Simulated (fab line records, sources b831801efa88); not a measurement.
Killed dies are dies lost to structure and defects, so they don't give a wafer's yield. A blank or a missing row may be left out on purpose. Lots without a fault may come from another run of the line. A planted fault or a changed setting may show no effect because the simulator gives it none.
Chamber matching | flow sky130 | SKY_SONOS_ONO_WET_ETCH_16 on wet_bench-03: 4 sister chambers
The step etches SiO2 in dHF, target depth 14 nm, time 280 s. 8 wafers are shown with their chamber, then 7 later ones without.

WAFERS WITH THEIR CHAMBER
wafer  | chamber | temp_c (C)
L604.3 | 2       | 24.98
L604.5 | 2       | 24.93
L605.5 | 1       | 25.03
L605.6 | 1       | 24.96
L606.4 | 3       | 25.16
L606.6 | 3       | 24.95
L608.2 | 0       | 25.14
L608.3 | 0       | 24.93

WAFERS WITHOUT THEIR CHAMBER
wafer  | temp_c (C)
L608.4 | 24.85
L610.1 | 24.99
L610.2 | 24.99
L610.6 | 25.11
L611.2 | 24.88
L611.5 | 24.87
L611.6 | 24.96

WHICH CHAMBER EACH WENT THROUGH
wafer  | from the rows above               | in truth
L608.4 | can't be placed: 2 or 1 or 0 or 3 | 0
L610.1 | can't be placed: 1 or 2 or 0 or 3 | 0
L610.2 | can't be placed: 1 or 2 or 0 or 3 | 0
L610.6 | can't be placed: 3 or 0 or 1 or 2 | 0
L611.2 | can't be placed: 2 or 1 or 0 or 3 | 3
L611.5 | can't be placed: 2 or 1 or 0 or 3 | 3
L611.6 | can't be placed: 2 or 1 or 0 or 3 | 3
Placed correctly: 0 of 7. Can't be placed from these rows: 7 (the true chamber is among the candidates in 7). Placed wrongly: 0.
How it was worked out, from the rows above alone: a wafer's distance from a chamber is the root of the sum, over the readings, of the square of ((its reading less the chamber's mean) divided by the reading's scatter). The wafer belongs to the nearest chamber; if the next one is less than 2 further off, it can't be placed. A chamber's mean is the mean of its shown wafers. The scatter: the root of (the sum of the squares of (reading less its chamber's mean) over the shown wafers, divided by (wafers less chambers)).
